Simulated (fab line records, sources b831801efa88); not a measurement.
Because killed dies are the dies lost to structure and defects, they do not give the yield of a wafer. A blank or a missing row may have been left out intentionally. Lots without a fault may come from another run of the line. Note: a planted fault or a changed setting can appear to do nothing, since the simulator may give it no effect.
Comparing a struck lot with a sound one | flow sky130 | 14 out of 708 route steps
Sound: the wafers L130.2, L130.3, L130.6. The struck wafers were L147.2, L147.3, L147.5. Last of all comes the cause.
Per side, at each step with rows, come the tool, then ch with its chambers, and then its first start. Under that, the readings that differ: sound wafers | struck wafers | difference of the means | sigmas: that difference in standard deviations of wafers without a fault.
alike: a reading whose means differ by less than 2 such deviations, as well as words and numbers matching on both sides. not compared: withheld readings; readings where some wafer has no value; bounds like >300 that might hide an equal value; numbers whose values overlap and for which the record gives no deviation.
Wherever a step has rows on one side only, a row that says differs or no value, or a row with sigmas, the two part there. Numbers that have no deviation but don't overlap get no sigmas and don't part them. A reading missing from all wafers of one side parts the sides only when that side holds two or more wafers.

first, 3 steps without rows for these wafers: SKY_POLY_CUT_EXPOSE_05 (exposes mask NPCM, target cd 270 nm); SKY_POLY_CUT_PEB_06; SKY_POLY_CUT_DEVELOP_07 (develop time 60 s).
SKY_POLY_CUT_CD_MEAS_08: the cd target is 270 nm.
  sound: cd-sem-01 at day 24 19:22; struck: cd-sem-02 at day 30 23:59
  alike: cd-nm
SKY_POLY_CUT_OVL_MEAS_09:
  sound: overlay-01 at day 24 19:29; struck: overlay-02 at day 31 00:05
  alike: POLY_CUT_OVL
SKY_POLY_CUT_ETCH_10: etches BARC in N2/H2, stops on SiO2, time 45.9 s, target depth 60 nm.
  sound on rie-diel-02 ch 1,2,3, day 24 19:31; struck on rie-diel-02 ch 0,2,3, day 31 00:07
  alike: drypump-motor-current-A, oes-product-au, throttle-valve-pct
  not compared: rf-hours-counter-h
SKY_POLY_CUT_ETCH_11: etches Si3N4 in CF4/CH2F2/Ar, stops on poly-Si, time 42.5 s, target depth 60 nm.
  sound on rie-diel-02 ch 1,2,3, day 24 19:33; struck on rie-diel-02 ch 0,2,3, day 31 00:10
  alike: drypump-motor-current-A, oes-product-au, throttle-valve-pct
  not compared: rf-hours-counter-h
SKY_POLY_CUT_STRIP_12: strips in O2/N2.
  sound on plasma-asher-02 ch 1, day 24 19:35; struck on plasma-asher-03 ch 0, day 31 00:13
  reading                     | sound       | struck      | difference | sigmas
  drypump-motor-current-A (A) | 4.7 4.7 4.7 | 5.6 5.5 5.6 | +0.9       | +3
  alike: o2-flow-sccm, oes-product-au, strip-time-to-endpoint-s
  not compared: rf-hours-counter-h
then, 4 steps without rows for these wafers: SKY_SD_P_DEHYDRATE_00 (time 60 s); SKY_SD_P_HMDS_01 (prime time 60 s); SKY_SD_P_COAT_02 (resist thk 1140 nm); SKY_SD_P_SOFTBAKE_03 (time 60 s).
SKY_SD_P_EXPOSE_04: exposes mask PSDM, target cd 380 nm.
  struck on iline-stepper-01, day 31 14:22; sound on iline-stepper-02 ch 0, day 25 11:02
  no value came back on the struck wafers for exposure-dose-mJ-cm2, focus-offset-nm (nm); on the sound wafers exposure-dose-mJ-cm2 reads 138.06 138.11 137.82
  alike: mask
following that, these wafers have no rows for 1 step: SKY_SD_P_PEB_05.

== WHERE THEY PART ==
Last at SKY_SD_P_EXPOSE_04 as far as this record goes, first at SKY_POLY_CUT_STRIP_12.

WHY: what had been put in by the simulator
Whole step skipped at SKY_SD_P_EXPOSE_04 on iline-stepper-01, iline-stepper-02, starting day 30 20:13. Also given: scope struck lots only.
